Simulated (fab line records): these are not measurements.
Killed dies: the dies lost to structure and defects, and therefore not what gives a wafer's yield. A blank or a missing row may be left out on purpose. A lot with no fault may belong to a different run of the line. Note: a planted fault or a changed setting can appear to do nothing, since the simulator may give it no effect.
Which of the tools did it? | flow sky130 | Sampling: 24 lots, 72 wafers, 6 of 708 route steps

## WHAT EACH GAUGE READ, for each wafer
SKY_CONTACT_RS_MEAS_25: a four-point-probe measurement.
lot  | measured     | on           | CONTACT_W_RS (ohm/sq)
L074 | day 31 09:30 | filmMetro-03 | 0.339 0.333 0.339
L075 | day 32 03:43 | filmMetro-02 | 0.333 0.337 0.342
L076 | day 32 08:25 | filmMetro-04 | 0.339 0.330 0.331
L077 | day 32 12:41 | filmMetro-02 | 0.332 0.338 0.338
L078 | day 32 21:55 | filmMetro-04 | 0.332 0.334 0.331
L079 | day 33 09:39 | filmMetro-02 | 0.331 0.333 0.331
L080 | day 33 14:20 | filmMetro-03 | 0.336 0.336 0.333
L081 | day 34 05:40 | filmMetro-03 | 0.348 0.340 0.343
L082 | day 34 11:19 | filmMetro-04 | 0.334 0.334 0.339
L083 | day 34 22:59 | filmMetro-03 | 0.338 0.330 0.335
L084 | day 34 23:04 | filmMetro-02 | 0.337 0.340 0.335
L085 | day 35 12:37 | filmMetro-03 | 0.340 0.336 0.335
L086 | day 35 10:49 | filmMetro-03 | 0.340 0.344 0.344
L087 | day 35 23:49 | filmMetro-02 | 0.338 0.348 0.337
L088 | day 36 06:19 | filmMetro-02 | 0.342 0.342 0.338
L089 | day 36 19:43 | filmMetro-02 | 0.340 0.335 0.341
L090 | day 36 20:53 | filmMetro-03 | 0.336 0.336 0.338
L091 | day 37 12:56 | filmMetro-02 | 0.342 0.334 0.340
L092 | day 37 13:49 | filmMetro-02 | 0.333 0.337 0.333
L093 | day 37 15:55 | filmMetro-04 | 0.333 0.342 0.334
L094 | day 38 21:19 | filmMetro-02 | 0.335 0.333 0.336
L095 | day 39 14:22 | filmMetro-02 | 0.341 0.337 0.340
L097 | day 39 08:25 | filmMetro-03 | 0.337 0.334 0.329
L096 | day 39 10:54 | filmMetro-03 | 0.337 0.337 0.333

SKY_METAL1_CD_MEAS_15 targets a cd of 140 nm.
lot  | measured     | on       | cdNm (nm)
L074 | day 32 13:08 | cdSem-02 | 139.5 138.6 140.4
L075 | day 33 07:33 | cdSem-01 | 140.5 138.5 138.7
L076 | day 33 11:25 | cdSem-01 | 139.4 139.4 138.8
L077 | day 33 16:26 | cdSem-02 | 139.2 139.7 140.2
L078 | day 34 00:31 | cdSem-02 | 140.2 141.2 140.7
L079 | day 34 13:02 | cdSem-01 | 138.9 140.3 138.5
L080 | day 34 17:37 | cdSem-01 | 138.6 138.8 138.7
L081 | day 35 09:13 | cdSem-02 | 138.6 138.5 138.2
L082 | day 35 14:24 | cdSem-02 | 140.2 139.7 139.4
L083 | day 36 02:06 | cdSem-02 | 140.7 140.4 141.2
L084 | day 36 02:25 | cdSem-01 | 138.7 138.4 139.8
L085 | day 36 14:59 | cdSem-01 | 137.6 137.4 139.3
L086 | day 36 13:39 | cdSem-02 | 140.0 141.5 138.6
L087 | day 37 01:52 | cdSem-01 | 138.7 138.1 136.6
L088 | day 37 07:55 | cdSem-02 | 142.0 142.3 141.2
L089 | day 37 22:22 | cdSem-01 | 141.2 140.5 141.8
L090 | day 38 00:18 | cdSem-02 | 139.6 139.5 139.1
L091 | day 38 14:45 | cdSem-02 | 142.7 141.0 140.5
L092 | day 38 15:48 | cdSem-01 | 141.2 140.8 141.6
L093 | day 38 17:57 | cdSem-02 | 141.2 142.5 141.2
L094 | day 39 23:21 | cdSem-02 | 139.6 137.7 139.6
L095 | day 40 15:47 | cdSem-02 | 139.3 139.4 138.9
L097 | day 40 10:18 | cdSem-01 | 140.1 140.3 138.9
L096 | day 40 12:34 | cdSem-01 | 141.1 142.3 141.8

SKY_VIA1_BOW_MEAS_03.
lot  | measured     | on           | VIA1_BOW (um)
L074 | day 32 14:45 | filmMetro-02 | 87 80 81
L075 | day 33 08:58 | filmMetro-04 | 77 87 87
L076 | day 33 12:52 | filmMetro-04 | 79 90 80
L077 | day 33 17:54 | filmMetro-04 | 83 69 68
L078 | day 34 02:29 | filmMetro-01 | 74 86 93
L079 | day 34 14:26 | filmMetro-02 | 70 81 70
L080 | day 34 19:02 | filmMetro-01 | 90 87 84
L081 | day 35 10:38 | filmMetro-01 | 79 88 98
L082 | day 35 15:49 | filmMetro-04 | 86 77 71
L083 | day 36 03:33 | filmMetro-02 | 85 81 72
L084 | day 36 03:50 | filmMetro-02 | 95 96 69
L085 | day 36 16:25 | filmMetro-02 | 81 67 78
L086 | day 36 15:05 | filmMetro-01 | 79 85 74
L087 | day 37 03:17 | filmMetro-02 | 76 87 85
L088 | day 37 09:25 | filmMetro-04 | 83 70 72
L089 | day 37 23:46 | filmMetro-04 | 75 88 87
L090 | day 38 01:49 | filmMetro-04 | 81 77 92
L091 | day 38 16:11 | filmMetro-04 | 81 74 89
L092 | day 38 17:19 | filmMetro-02 | 75 79 84
L093 | day 38 19:24 | filmMetro-04 | 89 78 88
L094 | day 40 00:47 | filmMetro-04 | 68 91 94
L095 | day 40 17:11 | filmMetro-02 | 76 84 71
L097 | day 40 12:01 | filmMetro-04 | 76 85 87
L096 | day 40 13:58 | filmMetro-04 | 87 81 82

SKY_VIA1_RS_MEAS_22: a four-point-probe measurement.
lot  | measured     | on           | VIA1_W_RS (ohm/sq)
L074 | day 33 19:22 | filmMetro-04 | 0.420 0.429 0.414
L075 | day 34 12:39 | filmMetro-01 | 0.429 0.425 0.425
L076 | day 34 15:55 | filmMetro-01 | 0.418 0.422 0.420
L077 | day 34 21:19 | filmMetro-02 | 0.423 0.425 0.428
L078 | day 35 05:32 | filmMetro-02 | 0.427 0.426 0.427
L079 | day 35 17:25 | filmMetro-01 | 0.425 0.433 0.431
L080 | day 35 21:53 | filmMetro-01 | 0.428 0.429 0.425
L081 | day 36 13:04 | filmMetro-02 | 0.434 0.422 0.422
L082 | day 36 19:08 | filmMetro-04 | 0.423 0.429 0.419
L083 | day 37 06:02 | filmMetro-02 | 0.420 0.424 0.427
L084 | day 37 07:01 | filmMetro-01 | 0.426 0.436 0.440
L085 | day 37 19:18 | filmMetro-02 | 0.430 0.424 0.422
L086 | day 37 18:05 | filmMetro-01 | 0.423 0.426 0.426
L087 | day 38 05:32 | filmMetro-04 | 0.426 0.432 0.430
L088 | day 38 11:59 | filmMetro-02 | 0.425 0.427 0.426
L089 | day 39 02:49 | filmMetro-02 | 0.422 0.426 0.425
L090 | day 39 03:58 | filmMetro-01 | 0.434 0.433 0.427
L091 | day 39 18:32 | filmMetro-02 | 0.428 0.433 0.432
L092 | day 39 20:11 | filmMetro-01 | 0.426 0.428 0.430
L093 | day 39 21:24 | filmMetro-04 | 0.433 0.430 0.434
L094 | day 41 01:49 | filmMetro-04 | 0.426 0.427 0.427
L095 | day 41 18:59 | filmMetro-02 | 0.428 0.428 0.425
L097 | day 41 12:46 | filmMetro-01 | 0.427 0.430 0.422
L096 | day 41 15:23 | filmMetro-04 | 0.418 0.424 0.429

## TOOL THAT RAN EACH LOT (tool first, then ch and the chambers of the sampled wafers, then the start)
lot  | SKY_VT_ADJUST_NCORE_STRIP_10        | SKY_CONTACT_SPUTTER_23
L074 | plasmaAsher-03 ch 0,1, day 8 12:47  | pvdSputter-02, day 31 09:20
L075 | plasmaAsher-02 ch 1, day 8 20:43    | pvdSputter-04, day 32 03:32
L076 | plasmaAsher-02 ch 0,1, day 9 02:22  | pvdSputter-04, day 32 08:14
L077 | plasmaAsher-03 ch 0,1, day 9 08:53  | pvdSputter-04, day 32 12:29
L078 | plasmaAsher-04 ch 0,1, day 9 21:14  | pvdSputter-03, day 32 21:43
L079 | plasmaAsher-02 ch 0,1, day 9 23:32  | pvdSputter-02, day 33 09:29
L080 | plasmaAsher-02 ch 0,1, day 10 06:01 | pvdSputter-03, day 33 14:08
L081 | plasmaAsher-04 ch 1, day 10 15:58   | pvdSputter-02, day 34 05:28
L082 | plasmaAsher-04 ch 0,1, day 10 23:07 | pvdSputter-02, day 34 11:07
L083 | plasmaAsher-03 ch 0,1, day 11 10:00 | pvdSputter-04, day 34 22:47
L084 | plasmaAsher-04 ch 0,1, day 11 12:04 | pvdSputter-03, day 34 22:54
L085 | plasmaAsher-02 ch 0,1, day 11 21:16 | pvdSputter-04, day 35 12:26
L086 | plasmaAsher-02 ch 0,1, day 12 00:07 | pvdSputter-04, day 35 10:39
L087 | plasmaAsher-04 ch 0,1, day 12 06:26 | pvdSputter-03, day 35 23:39
L088 | plasmaAsher-03 ch 0,1, day 12 17:55 | pvdSputter-04, day 36 06:05
L089 | plasmaAsher-02 ch 0,1, day 13 04:46 | pvdSputter-02, day 36 19:33
L090 | plasmaAsher-03 ch 0,1, day 13 05:52 | pvdSputter-04, day 36 20:41
L091 | plasmaAsher-03 ch 0,1, day 14 04:35 | pvdSputter-03, day 37 12:44
L092 | plasmaAsher-03 ch 0,1, day 14 05:13 | pvdSputter-03, day 37 13:38
L093 | plasmaAsher-03 ch 0,1, day 14 08:08 | pvdSputter-04, day 37 15:44
L094 | plasmaAsher-04 ch 0, day 15 12:11   | pvdSputter-03, day 38 21:08
L095 | plasmaAsher-04 ch 0,1, day 16 00:49 | pvdSputter-02, day 39 14:10
L097 | plasmaAsher-02 ch 0,1, day 16 01:11 | pvdSputter-04, day 39 08:13
L096 | plasmaAsher-03 ch 0,1, day 16 01:22 | pvdSputter-04, day 39 10:44
- SKY_VT_ADJUST_NCORE_STRIP_10: strips in O2/N2.
- SKY_CONTACT_SPUTTER_23: material TiN, target thk 20 nm, time 80 s.

## AS READ BY THE TOOLS THEMSELVES (means over the sampled wafers that have a number; for cases with no such wafer, the mark the record gives instead)
SKY_VT_ADJUST_NCORE_STRIP_10.
lot  | tool           | drypumpMotorCurrentA (A) | oesProductAu (a.u.) | stripTimeToEndpointS (s)
L074 | plasmaAsher-03 | 5.83                     | 0.714               | 14.166
L075 | plasmaAsher-02 | 5.47                     | 0.714               | 14.168
L076 | plasmaAsher-02 | 5.89                     | 0.719               | 14.171
L077 | plasmaAsher-03 | 5.93                     | 0.714               | 14.199
L078 | plasmaAsher-04 | 5.82                     | 0.710               | 14.185
L079 | plasmaAsher-02 | 5.91                     | 0.714               | 14.184
L080 | plasmaAsher-02 | 5.69                     | 0.710               | 14.180
L081 | plasmaAsher-04 | 5.96                     | 0.709               | 14.164
L082 | plasmaAsher-04 | 5.80                     | 0.718               | 14.132
L083 | plasmaAsher-03 | 5.93                     | 0.719               | 14.150
L084 | plasmaAsher-04 | 5.81                     | 0.716               | 14.192
L085 | plasmaAsher-02 | 5.90                     | 0.716               | 14.175
L086 | plasmaAsher-02 | 5.69                     | 0.718               | 14.129
L087 | plasmaAsher-04 | 5.80                     | 0.719               | 14.170
L088 | plasmaAsher-03 | 5.94                     | 0.718               | 14.169
L089 | plasmaAsher-02 | 5.91                     | 0.717               | 14.179
L090 | plasmaAsher-03 | 5.82                     | 0.714               | 14.188
L091 | plasmaAsher-03 | 5.94                     | 0.717               | 14.188
L092 | plasmaAsher-03 | 5.83                     | 0.713               | 14.138
L093 | plasmaAsher-03 | 5.81                     | 0.711               | 14.192
L094 | plasmaAsher-04 | 5.51                     | 0.717               | 14.182
L095 | plasmaAsher-04 | 5.66                     | 0.715               | 14.195
L097 | plasmaAsher-02 | 5.68                     | 0.717               | 14.139
L096 | plasmaAsher-03 | 5.94                     | 0.714               | 14.186

SKY_CONTACT_SPUTTER_23.
lot  | tool          | throttleValvePct (%)
L074 | pvdSputter-02 | 30.1
L075 | pvdSputter-04 | 29.4
L076 | pvdSputter-04 | 30.1
L077 | pvdSputter-04 | 29.2
L078 | pvdSputter-03 | 29.7
L079 | pvdSputter-02 | 30.0
L080 | pvdSputter-03 | 29.7
L081 | pvdSputter-02 | 29.7
L082 | pvdSputter-02 | 30.2
L083 | pvdSputter-04 | 30.1
L084 | pvdSputter-03 | 29.1
L085 | pvdSputter-04 | 29.1
L086 | pvdSputter-04 | 29.2
L087 | pvdSputter-03 | 29.7
L088 | pvdSputter-04 | 29.8
L089 | pvdSputter-02 | 30.0
L090 | pvdSputter-04 | 29.4
L091 | pvdSputter-03 | 29.2
L092 | pvdSputter-03 | 29.0
L093 | pvdSputter-04 | 29.9
L094 | pvdSputter-03 | 29.9
L095 | pvdSputter-02 | 29.6
L097 | pvdSputter-04 | 29.7
L096 | pvdSputter-04 | 30.8

## THE ANSWER, worked out from the rows above alone
Rule: usual is defined by the lots themselves. The widest of any qualifying gaps counts: lots, ordered by their means at a reading, are off when they make up no more than a third of the lots, leave a main group of 4 or more, and stand apart from it by 3 or more times the standard deviation of that group's means. Not used: any main group whose means are identical at the precision the tables above print for the reading. A lot without any number at a reading at which 4 lots or more have one is off too. Where the step has rows for the other lots, those lots are counted as sound. After the gauges, taken in route order, come the tools' own readings; for these a lot's mean is taken, as printed above. At the first step where some lot is off, the reading lying furthest off is the one used; lots without a number count as furthest.
Nothing can be told from this: no lot is off at any reading shown.

## WHAT THE SIMULATOR HAD INSERTED
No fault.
